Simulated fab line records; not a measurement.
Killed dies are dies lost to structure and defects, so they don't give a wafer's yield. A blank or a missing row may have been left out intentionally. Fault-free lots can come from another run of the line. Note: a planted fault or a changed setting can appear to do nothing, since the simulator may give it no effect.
Which tool is to blame? | flow sky130 | 12 lots with 36 wafers sampled at 5 steps, on a route of 708 steps

## WHAT THE GAUGES READ, wafer by wafer
SKY_VIA1_THK_MEAS_23: measures by xrf.
lot  | measured     | on           | VIA1_W_THK (nm)
L646 | day 33 19:29 | filmMetro-03 | 262 264 264
L652 | day 35 22:24 | filmMetro-04 | 265 266 263
L653 | day 36 11:28 | filmMetro-02 | 263 265 267
L654 | day 36 12:55 | filmMetro-02 | 267 267 262
L655 | day 36 18:14 | filmMetro-02 | 269 271 269
L656 | day 37 12:21 | filmMetro-04 | 263 262 259
L657 | day 37 12:41 | filmMetro-02 | 264 263 268
L658 | day 37 22:31 | filmMetro-03 | 271 269 269
L659 | day 38 03:31 | filmMetro-03 | 267 269 267
L660 | day 38 06:15 | filmMetro-02 | 269 266 266
L665 | day 40 02:26 | filmMetro-03 | 268 265 265
L668 | day 40 10:45 | filmMetro-02 | 264 262 263

SKY_METAL2_THK_MEAS_06: measures by xrf.
lot  | measured     | on           | METAL2_ALCU_THK (nm)
L646 | day 33 20:07 | filmMetro-04 | 245.9 245.2 243.6
L652 | day 35 23:01 | filmMetro-04 | 246.6 244.2 245.7
L653 | day 36 12:05 | filmMetro-01 | 242.2 245.4 242.5
L654 | day 36 13:32 | filmMetro-04 | 241.5 242.4 242.0
L655 | day 36 18:52 | filmMetro-03 | 243.6 243.2 242.0
L656 | day 37 12:58 | filmMetro-01 | 239.6 238.9 240.0
L657 | day 37 13:19 | filmMetro-04 | 244.5 244.6 243.4
L658 | day 37 23:08 | filmMetro-01 | 245.4 242.1 244.8
L659 | day 38 04:08 | filmMetro-04 | 246.7 244.9 243.3
L660 | day 38 06:52 | filmMetro-01 | 240.9 242.1 239.6
L665 | day 40 03:04 | filmMetro-01 | 240.5 244.5 241.6
L668 | day 40 11:22 | filmMetro-01 | 241.0 243.1 240.8

SKY_METAL2_CD_MEAS_15 targets a cd of 140 nm.
lot  | measured     | on       | cdNm (nm)
L646 | day 34 21:47 | cdSem-01 | 139.8 140.1 140.3
L652 | day 37 01:00 | cdSem-02 | 137.6 138.5 138.1
L653 | day 37 13:40 | cdSem-02 | 138.4 140.7 139.4
L654 | day 37 14:56 | cdSem-02 | 139.7 139.0 140.2
L655 | day 37 21:04 | cdSem-02 | 136.7 137.4 138.0
L656 | day 38 14:37 | cdSem-02 | 141.2 140.3 141.3
L657 | day 38 15:08 | cdSem-02 | 144.1 146.9 145.2
L658 | day 39 00:30 | cdSem-02 | 148.8 150.2 146.7
L659 | day 39 04:18 | cdSem-01 | 145.1 146.1 145.6
L660 | day 39 07:44 | cdSem-01 | 147.8 149.8 146.6
L665 | day 41 03:21 | cdSem-02 | 139.9 139.5 140.4
L668 | day 41 11:36 | cdSem-02 | 139.4 140.5 139.6

## EACH LOT AND THE TOOL THAT RAN IT (in order: tool; ch and the chambers of the sampled wafers; start)
lot  | SKY_VIA1_SPUTTER_20         | SKY_METAL2_EXPOSE_12
L646 | pvdSputter-03, day 33 19:11 | krfScanner-02 ch 0, day 34 09:17
L652 | pvdSputter-02, day 35 22:07 | krfScanner-02 ch 0, day 36 12:36
L653 | pvdSputter-02, day 36 11:11 | krfScanner-02 ch 0, day 37 00:49
L654 | pvdSputter-01, day 36 12:37 | krfScanner-02 ch 0, day 37 01:59
L655 | pvdSputter-03, day 36 17:56 | krfScanner-02 ch 0, day 37 07:59
L656 | pvdSputter-03, day 37 12:04 | krfScanner-01 ch 0, day 38 01:56
L657 | pvdSputter-01, day 37 12:25 | krfScanner-02 ch 0, day 38 02:43
L658 | pvdSputter-01, day 37 22:15 | krfScanner-02 ch 0, day 38 11:53
L659 | pvdSputter-03, day 38 03:14 | krfScanner-02 ch 0, day 38 17:06
L660 | pvdSputter-01, day 38 05:58 | krfScanner-02 ch 0, day 38 19:59
L665 | pvdSputter-01, day 40 02:04 | krfScanner-01 ch 0, day 40 15:11
L668 | pvdSputter-01, day 40 10:29 | krfScanner-01 ch 0, day 40 23:56
- SKY_VIA1_SPUTTER_20: material TiN, target thk 20 nm, time 80 s.
- SKY_METAL2_EXPOSE_12: exposes mask MM2, target cd 140 nm.

## AS READ BY THE TOOLS THEMSELVES (means over the sampled wafers that have a number; for cases with no such wafer, the mark the record gives instead)
SKY_VIA1_SPUTTER_20.
lot  | tool          | throttleValvePct (%)
L646 | pvdSputter-03 | 29.3
L652 | pvdSputter-02 | 31.2
L653 | pvdSputter-02 | 31.3
L654 | pvdSputter-01 | 29.8
L655 | pvdSputter-03 | 29.2
L656 | pvdSputter-03 | 29.2
L657 | pvdSputter-01 | 30.6
L658 | pvdSputter-01 | 30.1
L659 | pvdSputter-03 | 28.7
L660 | pvdSputter-01 | 30.0
L665 | pvdSputter-01 | 30.7
L668 | pvdSputter-01 | 30.1

SKY_METAL2_EXPOSE_12.
lot  | tool          | exposureDoseMJCm2 | reticleTempC (C)
L646 | krfScanner-02 | 27.904            | 23.12
L652 | krfScanner-02 | 27.971            | 22.91
L653 | krfScanner-02 | 27.948            | 23.03
L654 | krfScanner-02 | 27.942            | 23.00
L655 | krfScanner-02 | 27.927            | 23.03
L656 | krfScanner-01 | 27.969            | 22.90
L657 | krfScanner-02 | 26.853            | 22.95
L658 | krfScanner-02 | 26.819            | 23.03
L659 | krfScanner-02 | 27.058            | 22.95
L660 | krfScanner-02 | 27.049            | 22.93
L665 | krfScanner-01 | 27.926            | 23.05
L668 | krfScanner-01 | 27.928            | 22.95

## THE ANSWER, worked out from the rows above alone
Rule: the lots themselves supply what counts as usual. Put in order of their means at a reading, lots are off if they are a third of the lots or fewer, leave a main group of 4 or more, and stand apart from it by a gap of 3 or more times the standard deviation of the main group's means; of several such gaps the widest counts. A main group whose means are all the same, to the digits that the tables above print for the reading, isn't used. A lot without any number at a reading at which 4 lots or more have one is off too. All remaining lots with rows at the step are treated as sound. The gauges are gone through in route order, then the tools' own readings, and for those a lot's mean is taken as printed above. At the first step where some lot is off, the reading lying furthest off is the one used; lots without a number count as furthest.
Off, at SKY_METAL2_CD_MEAS_15 on cdNm: L657, L658, L659, L660. The main group has a mean of 139.4 nm with a standard deviation of 1.1.
If a tool, at a process step before that reading, ran all the lots that are off and no sound lot after the first of them, it fits. The gauges at SKY_METAL2_CD_MEAS_15 aren't tried: what is off there is off at SKY_METAL2_EXPOSE_12 too, on other tools, and a gauge's error can't cause that. One candidate fits, namely krfScanner-02 at SKY_METAL2_EXPOSE_12. A fault onset in the window from L655 (day 37 07:59, its last sound lot) to L657 (day 38 02:43, its first lot off) fits.
On the lots that are off, the tool's own readings at SKY_METAL2_EXPOSE_12 differ by more than 5 times the standard deviation of the sound lots' means, which bears it out; exposureDoseMJCm2 reads 26.945 there versus 27.939 on the sound lots.

## WHAT THE SIMULATOR HAD INSERTED
Process parameter drift: krfScanner-02, from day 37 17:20 on, at SKY_METAL2_EXPOSE_12. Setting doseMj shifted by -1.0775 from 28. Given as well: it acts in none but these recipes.
Lots struck among those shown: L657, L658, L659, L660. The rule above reached the same finding.
